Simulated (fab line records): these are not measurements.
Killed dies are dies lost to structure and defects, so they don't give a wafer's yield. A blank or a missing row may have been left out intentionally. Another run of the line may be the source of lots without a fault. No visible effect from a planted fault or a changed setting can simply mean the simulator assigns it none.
fab line records -- flow sky130
record lots=7, wafers=21, lastDay=50
route steps=708 shown SONOS_TUNNEL@156 SONOS_ONO@168 PAD_OPEN@708
lots with no fault: from the same line, run without faults
startH: hours from the record's opening day to when the first of the lot's shown wafers began -- waitH: how many hours have passed since the lot's step before this one -- " the same as in the row above -- L1.1+2: a row that stands for several wafers -- - either no value or no given start -- * or withheld: withheld -- < > ~ a bound
route shown NAME@n: a module of which the file shows steps, and the number in the route of the first -- usual: the fault-free wafers' mean and standard deviation -- same: alike in all rows -- chamber/n: place in a boat -- sites: the reading at each site -- _std_site: the standard deviation of these -- _edge_site: inner sites' mean taken away from outer sites' mean -- radiusMm: how far each site lies from the wafer's centre -- mask NAME#n: copy n -- behind: the tool/chamber that last shaped the wafer -- hold: what put the lot on hold/how long, in hours/how the hold closed -- device: transistor that didn't switch, given as n, p or np -- end of line: the route-end tests of the same wafers -- for a step that has no rows: nothing shown but its recipe -- killed: the dies lost at the first sort to structure and to defects; this is not the yield of the wafer -- map: the dies of a wafer, with x for killed, . for not killed, _ for no die there
set.NAME: setting as actually run; set.NAME@STEP: the setting as run at that earlier step -- model.NAME: the simulator's own value behind a step, which no gauge read
lots at some steps of the route; a table a step, a row a wafer
services: a tool's chamber out of use, with start hour (startH, from the record's first day; less than 0 if before it), hours out, and reason
## steps
# step SKY_SONOS_TUNNEL_COAT_02
# recipe resist=NOVOLAK, spinRpm=3000, resistThkNm=1140
# step SKY_SONOS_TUNNEL_SOFTBAKE_03
# recipe tempC=90, timeS=60, resist=NOVOLAK
# step SKY_SONOS_TUNNEL_EXPOSE_04
# recipe maskId=TUNM, na=0.6, sourceShape=conventional, sigmaOuter=0.6, polarization=unpolarized, targetCdNm=410, doseMj=136
# step SKY_SONOS_TUNNEL_PEB_05
# recipe tempC=withheld, timeS=*, resist=NOVOLAK
# step SKY_SONOS_TUNNEL_DEVELOP_06
# recipe resist=NOVOLAK, developer=TMAH, developTimeS=60, devTempC=23
# step SKY_SONOS_TUNNEL_CD_MEAS_07
# recipe targetCdNm=410
# usual cdNm=410.3/2.6
lot.wafer,tool,chamber,startH,waitH,cdNm
L643.1,cdSem-01,-,250.76,0.1,411.3
L643.4,cdSem-01,-,250.76,0.1,410.2
L643.5,cdSem-01,-,250.76,0.1,410.7
L648.3,cdSem-02,-,295.55,0.1,414.7
L648.5,cdSem-02,-,295.55,0.1,413.5
L648.6,cdSem-02,-,295.55,0.1,413.7
L652.2,cdSem-01,-,324.38,0.1,404.0
L652.4,cdSem-01,-,324.38,0.1,405.5
L652.6,cdSem-01,-,324.38,0.1,405.7
L653.2,cdSem-01,-,324.93,0.1,408.6
L653.4,cdSem-01,-,324.93,0.1,409.1
L653.5,cdSem-01,-,324.93,0.1,411.4
L659.1,cdSem-01,-,380.71,0.1,408.1
L659.4,cdSem-01,-,380.71,0.1,410.1
L659.6,cdSem-01,-,380.71,0.1,410.2
L660.1,cdSem-02,-,384.58,0.1,407.0
L660.4,cdSem-02,-,384.58,0.1,408.9
L660.5,cdSem-02,-,384.58,0.1,410.1
L665.1,cdSem-02,-,430.76,0.1,408.3
L665.3,cdSem-02,-,430.76,0.1,410.6
L665.4,cdSem-02,-,430.76,0.1,409.1
# step SKY_SONOS_TUNNEL_OVL_MEAS_08
# usual SONOS_TUNNEL_OVL=-0.7/1.7
lot.wafer,tool,chamber,startH,waitH,SONOS_TUNNEL_OVL[nm]
L643.1,overlay-01,-,250.88,0.1,-3.1
L643.4,overlay-01,-,250.88,0.1,-1.9
L643.5,overlay-01,-,250.88,0.1,-0.4
L648.3,overlay-01,-,295.64,0.1,-2.4
L648.5,overlay-01,-,295.64,0.1,-2.2
L648.6,overlay-01,-,295.64,0.1,-1.7
L652.2,overlay-02,-,324.48,0.1,2.3
L652.4,overlay-02,-,324.48,0.1,-0.6
L652.6,overlay-02,-,324.48,0.1,0.9
L653.2,overlay-02,-,325.03,0.1,-2.6
L653.4,overlay-02,-,325.03,0.1,-4.8
L653.5,overlay-02,-,325.03,0.1,-3.1
L659.1,overlay-01,-,380.83,0.1,-0.5
L659.4,overlay-01,-,380.83,0.1,-1.1
L659.6,overlay-01,-,380.83,0.1,0.7
L660.1,overlay-02,-,384.70,0.1,2.7
L660.4,overlay-02,-,384.70,0.1,1.4
L660.5,overlay-02,-,384.70,0.1,4.4
L665.1,overlay-02,-,430.88,0.1,-0.6
L665.3,overlay-02,-,430.88,0.1,0.1
L665.4,overlay-02,-,430.88,0.1,0.0
# step SKY_SONOS_TUNNEL_IMPLANT_09
# recipe species=B, energyKev=20, doseCm2=1e+12, tiltDeg=withheld
# step SKY_SONOS_TUNNEL_WET_ETCH_10
# recipe chemistry=dHF, targetDepthNm=14, target=SiO2, dilution=100:1, tempC=25, timeS=280
# step SKY_SONOS_TUNNEL_STRIP_11
# recipe chemistry=SPM, timeS=600, tempC=130
# step SKY_SONOS_TUNNEL_TW_MEAS_12
# usual SONOS_TUNNEL_TW=196.0/1.3
lot.wafer,tool,chamber,startH,waitH,SONOS_TUNNEL_TW
L643.1,filmMetro-02,-,251.44,0.0,197.3
L643.4,filmMetro-02,-,251.44,0.0,197.5
L643.5,filmMetro-02,-,251.44,0.0,198.3
L648.3,filmMetro-04,-,296.09,0.0,194.9
L648.5,filmMetro-04,-,296.09,0.0,195.3
L648.6,filmMetro-04,-,296.09,0.0,196.0
L652.2,filmMetro-02,-,324.93,0.0,197.1
L652.4,filmMetro-02,-,324.93,0.0,197.5
L652.6,filmMetro-02,-,324.93,0.0,195.7
L653.2,filmMetro-04,-,325.48,0.0,194.9
L653.4,filmMetro-04,-,325.48,0.0,195.1
L653.5,filmMetro-04,-,325.48,0.0,194.5
L659.1,filmMetro-04,-,381.30,0.0,194.2
L659.4,filmMetro-04,-,381.30,0.0,194.3
L659.6,filmMetro-04,-,381.30,0.0,195.3
L660.1,filmMetro-02,-,385.17,0.0,198.7
L660.4,filmMetro-02,-,385.17,0.0,197.9
L660.5,filmMetro-02,-,385.17,0.0,198.3
L665.1,filmMetro-04,-,431.32,0.0,194.6
L665.3,filmMetro-04,-,431.32,0.0,195.1
L665.4,filmMetro-04,-,431.32,0.0,196.2
# step SKY_SONOS_TUNNEL_CLEAN_13
# recipe chemistry=dHF, timeS=20, dilution=100:1, dry=ipaMarangoni
# step SKY_SONOS_ONO_OXIDATION_00
# recipe tempC=800, ambient=O2, idleTempC=700, rampUpCPerMin=10, rampDownCPerMin=3, stabiliseS=600, purgeS=300, targetThkA=26, oxTimeS=1249
# usual spikeTcTopC=817.3/2.3, tubeCenterTempC=800/0.072, zonePowerBottomPct=21.9/1.8, zonePowerUpperPct=13.7/0.37
# same purgeS=300
lot.wafer,tool,chamber,startH,waitH,spikeTcTopC,tubeCenterTempC,zonePowerBottomPct,zonePowerUpperPct
L643.1,furnace-01,0,251.63,0.1,813.3,799.96,24.1,13.3
L643.4,furnace-01,0,251.63,0.1,813.1,799.99,23.7,13.1
L643.5,furnace-01,0,251.63,0.1,815.7,800.04,23.6,13.2
L648.3,furnace-02,0,296.70,0.5,821.9,799.98,20.1,13.9
L648.5,furnace-02,0,296.70,0.5,818.9,800.03,20.6,13.8
L648.6,furnace-02,0,296.70,0.5,818.4,799.92,20.3,13.9
L648.3,furnace-02,0,299.22,1.2,819.8,800.03,20.3,14.1
L648.5,furnace-02,0,299.22,1.2,820.0,799.96,20.1,14.0
L648.6,furnace-02,0,299.22,1.2,818.6,799.98,20.4,14.0
L652.2,furnace-01,0,325.00,0.0,813.1,800.08,24.2,13.1
L652.4,furnace-01,0,325.00,0.0,814.3,799.98,23.9,13.3
L652.6,furnace-01,0,325.00,0.0,814.3,800.12,24.3,13.2
L652.2,furnace-02,0,326.68,0.3,818.3,799.92,20.7,13.9
L652.4,furnace-02,0,326.68,0.3,818.5,800.06,20.3,13.9
L652.6,furnace-02,0,326.68,0.3,819.3,800.04,20.2,14.0
L653.2,furnace-01,0,326.34,0.8,815.3,800.03,24.2,13.2
L653.4,furnace-01,0,326.34,0.8,815.8,800.05,23.8,13.2
L653.5,furnace-01,0,326.34,0.8,814.5,800.05,24.1,13.1
L653.2,furnace-01,0,329.08,1.4,814.3,800.04,23.7,13.4
L653.4,furnace-01,0,329.08,1.4,814.4,800.01,23.9,13.3
L653.5,furnace-01,0,329.08,1.4,815.2,799.9,23.9,13.1
L659.1,furnace-01,0,382.14,0.7,815.2,799.98,23.9,13.4
L659.4,furnace-01,0,382.14,0.7,814.9,800.07,23.8,13.3
L659.6,furnace-01,0,382.14,0.7,815.3,800.07,24.6,13.2
L660.1,furnace-02,0,386.93,1.7,819.1,800.06,20.7,13.9
L660.4,furnace-02,0,386.93,1.7,819.3,799.94,20.7,13.9
L660.5,furnace-02,0,386.93,1.7,818.5,799.86,20.4,14.2
L665.1,furnace-01,0,432.04,0.6,815.2,800.03,24.0,13.4
L665.3,furnace-01,0,432.04,0.6,812.8,800.09,24.1,13.4
L665.4,furnace-01,0,432.04,0.6,815.1,800.04,23.8,13.5
# step SKY_SONOS_ONO_THK_MEAS_01
# recipe reads=SiO2_of_SONOS_ONO_OXIDATION_00
# usual SONOS_ONO_OXIDATION_THK=2.61/0.063
lot.wafer,tool,chamber,startH,waitH,SONOS_ONO_OXIDATION_THK[nm]
L643.1,filmMetro-03,-,252.98,0.0,2.55
L643.4,filmMetro-03,-,252.98,0.0,2.54
L643.5,filmMetro-03,-,252.98,0.0,2.52
L648.3,filmMetro-02,-,300.58,0.0,4.47
L648.5,filmMetro-02,-,300.58,0.0,4.47
L648.6,filmMetro-02,-,300.58,0.0,4.47
L652.2,filmMetro-02,-,328.05,0.0,4.35
L652.4,filmMetro-02,-,328.05,0.0,4.36
L652.6,filmMetro-02,-,328.05,0.0,4.51
L653.2,filmMetro-01,-,330.44,0.0,4.32
L653.4,filmMetro-01,-,330.44,0.0,4.30
L653.5,filmMetro-01,-,330.44,0.0,4.24
L659.1,filmMetro-01,-,383.49,0.0,2.59
L659.4,filmMetro-01,-,383.49,0.0,2.65
L659.6,filmMetro-01,-,383.49,0.0,2.55
L660.1,filmMetro-01,-,388.28,0.0,2.62
L660.4,filmMetro-01,-,388.28,0.0,2.58
L660.5,filmMetro-01,-,388.28,0.0,2.59
L665.1,filmMetro-01,-,433.39,0.0,2.55
L665.3,filmMetro-01,-,433.39,0.0,2.51
L665.4,filmMetro-01,-,433.39,0.0,2.56
# step SKY_SONOS_ONO_CVD_02
# recipe material=Si3N4, precursor=DCS/NH3, targetThkNm=10.5, tempC=770, timeS=180, pressureMtorr=250
# step SKY_PAD_OPEN_PROBE_99
# usual killed_at_M0_to_M3=44/7.2, killed_at_M4_up=2.9/1.8, killedAtContacts=24/5.6, killedAtFrontEnd=15/4.2, killedAtOther=0.4/0.71, killedDies=86/9.2, killedOpen=47/7.2, killedShort=39/5.7
# same grossDies=492, killedAtBackSide=0
lot.wafer,tool,chamber,startH,waitH,killed_at_M0_to_M3,killed_at_M4_up,killedAtContacts,killedAtFrontEnd,killedAtOther,killedDies,killedOpen,killedShort
L643.1,prober-02,-,1079.86,0.1,57,1,22,24,0,104,55,49
L643.4,prober-02,-,1080.01,0.2,51,3,26,15,2,97,49,46
L643.5,prober-02,-,1080.06,0.2,43,3,20,10,3,79,40,37
L648.3,prober-02,-,1118.17,0.2,51,1,12,12,0,76,48,27
L648.5,prober-02,-,1118.27,0.2,56,4,12,14,2,88,41,47
L648.6,prober-02,-,1118.32,0.2,43,2,29,20,0,94,48,45
L653.2,prober-01,-,1144.62,0.1,46,5,22,14,0,87,51,35
L653.4,prober-01,-,1144.72,0.2,36,5,20,25,2,88,42,46
L653.5,prober-01,-,1144.77,0.2,46,4,28,17,1,96,56,40
L659.1,prober-02,-,1172.83,0.1,48,0,20,11,1,80,41,39
L659.4,prober-02,-,1172.98,0.2,50,4,20,8,0,82,44,38
L659.6,prober-02,-,1173.08,0.2,49,3,24,19,0,95,47,48
L660.1,prober-01,-,1174.28,0.1,37,3,18,18,0,76,43,33
L660.4,prober-01,-,1174.43,0.2,41,4,17,11,0,73,49,24
L660.5,prober-01,-,1174.48,0.2,38,2,26,7,0,73,36,37
L665.1,prober-01,-,1200.18,0.1,37,4,22,16,0,79,38,40
L665.3,prober-01,-,1200.28,0.2,47,3,19,18,0,87,45,41
L665.4,prober-01,-,1200.33,0.2,35,4,21,11,1,72,41,29
# killed by level:class
L643.1 LI_CONTACT:geometricParticle:open=10 FIELD_ISO:geometricParticle:open=9 METAL2:geometricParticle:short=9 VIA1:geometricParticle:open=8 VIA2:geometricParticle:open=8 VIA1:geometricParticle:short=7 METAL1:geometricParticle:short=7 POLY_GATE:geometricParticle:short=6
L643.4 VIA1:geometricParticle:open=11 LI_CONTACT:geometricParticle:open=8 VIA2:geometricParticle:open=8 METAL1:geometricParticle:short=7 POLY_GATE:geometricParticle:short=6 VIA3:geometricParticle:open=6 CONTACT:geometricParticle:short=6 CONTACT:geometricParticle:open=5
L643.5 METAL2:geometricParticle:short=8 VIA3:geometricParticle:open=8 CONTACT:geometricParticle:open=7 VIA1:geometricParticle:open=7 VIA2:geometricParticle:open=5 LI_CONTACT:geometricParticle:open=4 VIA1:geometricParticle:short=4 VIA3:geometricParticle:short=4
L648.3 VIA1:geometricParticle:open=13 VIA1:geometricParticle:short=7 VIA2:geometricParticle:open=7 VIA3:geometricParticle:open=7 CONTACT:geometricParticle:open=5 METAL2:geometricParticle:short=4 LI_CONTACT:geometricParticle:open=4 FIELD_ISO:geometricParticle:short=3
L648.5 VIA1:geometricParticle:open=12 VIA3:geometricParticle:open=10 METAL1:geometricParticle:short=6 VIA1:geometricParticle:short=6 FIELD_ISO:geometricParticle:short=5 LOCAL_INTERCONNECT:geometricParticle:short=5 VIA2:geometricParticle:open=5 VIA2:geometricParticle:short=5
L648.6 VIA1:geometricParticle:open=12 CONTACT:geometricParticle:open=11 VIA3:geometricParticle:open=7 LOCAL_INTERCONNECT:geometricParticle:short=6 VIA2:geometricParticle:short=6 LI_CONTACT:geometricParticle:open=5 METAL1:geometricParticle:short=5 POLY_GATE:geometricParticle:short=4
L653.2 VIA1:geometricParticle:open=15 CONTACT:geometricParticle:open=13 VIA2:geometricParticle:open=7 FIELD_ISO:geometricParticle:short=5 VIA3:geometricParticle:open=5 METAL3:geometricParticle:short=5 LI_CONTACT:geometricParticle:open=4 METAL1:geometricParticle:short=4
L653.4 VIA1:geometricParticle:open=10 POLY_GATE:geometricParticle:open=7 POLY_GATE:geometricParticle:short=7 LOCAL_INTERCONNECT:geometricParticle:short=5 CONTACT:geometricParticle:short=5 CONTACT:geometricParticle:open=5 METAL1:geometricParticle:short=5 METAL2:geometricParticle:short=5
L653.5 CONTACT:geometricParticle:open=11 VIA1:geometricParticle:open=11 LI_CONTACT:geometricParticle:open=10 METAL1:geometricParticle:short=8 METAL2:geometricParticle:short=6 FIELD_ISO:geometricParticle:open=5 VIA2:geometricParticle:open=5 FIELD_ISO:geometricParticle:short=4
L659.1 VIA1:geometricParticle:open=10 METAL1:geometricParticle:short=9 VIA1:geometricParticle:short=9 CONTACT:geometricParticle:open=7 LI_CONTACT:geometricParticle:open=6 VIA2:geometricParticle:open=6 LI_CONTACT:geometricParticle:short=4 FIELD_ISO:geometricParticle:short=3
L659.4 VIA1:geometricParticle:open=16 VIA2:geometricParticle:open=8 CONTACT:geometricParticle:open=6 CONTACT:geometricParticle:short=5 FIELD_ISO:geometricParticle:short=4 LI_CONTACT:geometricParticle:open=4 VIA1:geometricParticle:short=4 METAL2:geometricParticle:short=4
L659.6 VIA1:geometricParticle:open=18 FIELD_ISO:geometricParticle:open=8 METAL2:geometricParticle:short=8 CONTACT:geometricParticle:open=8 CONTACT:geometricParticle:short=6 LI_CONTACT:geometricParticle:short=4 METAL1:geometricParticle:short=4 VIA1:geometricParticle:short=4
L660.1 VIA1:geometricParticle:open=8 CONTACT:geometricParticle:open=7 VIA3:geometricParticle:open=7 FIELD_ISO:geometricParticle:open=6 FIELD_ISO:geometricParticle:short=6 VIA1:geometricParticle:short=6 LI_CONTACT:geometricParticle:open=5 POLY_GATE:geometricParticle:short=4
L660.4 VIA1:geometricParticle:open=14 CONTACT:geometricParticle:open=10 VIA3:geometricParticle:open=9 FIELD_ISO:geometricParticle:open=3 METAL1:geometricParticle:short=3 VIA1:geometricParticle:short=3 METAL2:geometricParticle:short=3 VIA2:geometricParticle:open=3
L660.5 VIA1:geometricParticle:open=8 CONTACT:geometricParticle:open=7 METAL2:geometricParticle:short=7 VIA3:geometricParticle:open=7 CONTACT:geometricParticle:short=6 LI_CONTACT:geometricParticle:open=5 LOCAL_INTERCONNECT:geometricParticle:short=5 LI_CONTACT:geometricParticle:short=3
L665.1 VIA1:geometricParticle:open=7 CONTACT:geometricParticle:short=6 CONTACT:geometricParticle:open=6 VIA1:geometricParticle:short=6 LI_CONTACT:geometricParticle:open=5 METAL1:geometricParticle:short=5 LOCAL_INTERCONNECT:geometricParticle:short=4 METAL2:geometricParticle:short=4
L665.3 VIA1:geometricParticle:open=13 CONTACT:geometricParticle:open=8 VIA2:geometricParticle:open=8 METAL1:geometricParticle:short=7 METAL2:geometricParticle:short=7 FIELD_ISO:geometricParticle:short=6 FIELD_ISO:geometricParticle:open=5 CONTACT:geometricParticle:short=4
L665.4 VIA1:geometricParticle:open=7 CONTACT:geometricParticle:open=7 METAL1:geometricParticle:open=5 VIA3:geometricParticle:open=5 POLY_GATE:geometricParticle:open=4 LI_CONTACT:geometricParticle:open=4 LOCAL_INTERCONNECT:geometricParticle:short=4 VIA1:geometricParticle:short=4
## services
tool,chamber,startH,hours,kind
furnace-02,-,256.63,3.3,pm
furnace-02,-,259.90,3.5,pm
furnace-01,-,372.45,2.6,pm
furnace-02,-,410.29,3.9,pm
furnace-02,-,426.75,3.1,pm
## key
firstSign step=SKY_SONOS_ONO_OXIDATION_00, reading=visit, direction=added
effect step=SKY_SONOS_ONO_THK_MEAS_01, reading=SONOS_ONO_OXIDATION_THK, direction=up, sigmas=28, usual=2.61, struck=4.39
metAt SKY_SONOS_ONO_OXIDATION_00
struckWafers L648.3,L648.5,L648.6,L652.2,L652.4,L652.6,L653.2,L653.4,L653.5
testerLeftOut L648,L652,L653
fault kind=repeatedStepWhole, tool=furnace-01,furnace-02, chamber=-, onsetH=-, steps=SKY_SONOS_ONO_OXIDATION_00, times=1, scope=struckLotsOnly
# testerLeftOut: of these lots the tester's yield and bins aren't shown, on N5 and GAA mostly nor the transistor test; their killed dies are dies lost to structure and defects alone, not to doping, threshold or leakage, so they don't give the yield
